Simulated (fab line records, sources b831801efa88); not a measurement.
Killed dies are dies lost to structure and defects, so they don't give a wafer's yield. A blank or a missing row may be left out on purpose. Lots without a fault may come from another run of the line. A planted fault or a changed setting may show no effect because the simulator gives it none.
A struck lot beside a sound one | flow sky130 | 14 steps out of a route of 708
Sound: wafers L376.2, L376.3, L376.6. Struck: wafers L381.1, L381.4, L381.6. The cause comes at the end.
At each step with rows: each side's tool, then ch and its chambers, then its first start. Under that, the readings that differ: sound wafers | struck wafers | difference of the means | sigmas: that difference in standard deviations of wafers without a fault.
alike: readings whose means differ by less than 2 such deviations, and words and numbers that are the same on both sides. not compared: withheld readings, readings that some wafer has no value for, bounds like >300 that may hide the same value, and numbers for which the record gives no deviation and whose values overlap.
The two part at a step that has a row with sigmas, a row that says differs or no value, or rows on one side only. Numbers that don't overlap but have no deviation are shown without sigmas and don't part them. A reading that every wafer of one side lacks parts them only if that side has two wafers or more.

first, 2 steps without rows for these wafers: SKY_POLY_CUT_PEB_06; SKY_POLY_CUT_DEVELOP_07 (develop time 60 s).
SKY_POLY_CUT_CD_MEAS_08: target cd 270 nm.
  sound on cd_sem-02, day 25 20:48; struck on cd_sem-02, day 27 20:44
  reading    | sound             | struck            | difference | sigmas
  cd_nm (nm) | 268.7 266.8 266.7 | 272.2 271.1 270.8 | +4.0       | +3
SKY_POLY_CUT_OVL_MEAS_09:
  sound on overlay-02, day 25 20:54; struck on overlay-02, day 27 20:51
  reading           | sound  | struck     | difference | sigmas
  POLY_CUT_OVL (nm) | 2 13 5 | -11 -9 -12 | -17        | -3
SKY_POLY_CUT_ETCH_10: etches BARC in N2/H2, stops on SiO2, time 45.9 s, target depth 60 nm.
  sound on rie_diel-02 ch 0,1,3, day 25 20:56; struck on rie_diel-03 ch 0,1, day 27 20:53
  alike: drypump_motor_current_A, oes_product_au, throttle_valve_pct
  not compared: rf_hours_counter_h
SKY_POLY_CUT_ETCH_11: etches Si3N4 in CF4/CH2F2/Ar, stops on poly-Si, time 42.5 s, target depth 60 nm.
  sound on rie_diel-02 ch 0,1,3, day 25 20:58; struck on rie_diel-03 ch 0,1, day 27 20:55
  alike: drypump_motor_current_A, oes_product_au, throttle_valve_pct
  not compared: rf_hours_counter_h
SKY_POLY_CUT_STRIP_12: strips in O2/N2.
  sound on plasma_asher-04 ch 0,1, day 25 21:01; struck on plasma_asher-04 ch 0,1, day 27 20:58
  alike: drypump_motor_current_A, oes_product_au, strip_time_to_endpoint_s
  not compared: rf_hours_counter_h
then, 5 steps without rows for these wafers: SKY_SD_P_DEHYDRATE_00 (time 60 s); SKY_SD_P_HMDS_01 (prime time 60 s); SKY_SD_P_COAT_02 (resist thk 1140 nm); SKY_SD_P_SOFTBAKE_03 (time 60 s); SKY_SD_P_EXPOSE_04 (exposes mask PSDM, target cd 380 nm).
SKY_SD_P_PEB_05:
  sound on litho_track-01 ch 0, day 27 01:22; struck on litho_track-03, day 29 01:04
  reading         | sound          | struck | difference                    | sigmas
  exhaust_pa (Pa) | 45.0 45.4 45.0 | - - -  | no value on the struck wafers |
  not compared: chill_plate_temp_C
then, 1 step without rows for these wafers: SKY_SD_P_DEVELOP_06 (develop time 60 s).

WHERE THEY PART
First at SKY_POLY_CUT_CD_MEAS_08; last, within this record, at SKY_SD_P_PEB_05.

WHY: what the simulator had put in
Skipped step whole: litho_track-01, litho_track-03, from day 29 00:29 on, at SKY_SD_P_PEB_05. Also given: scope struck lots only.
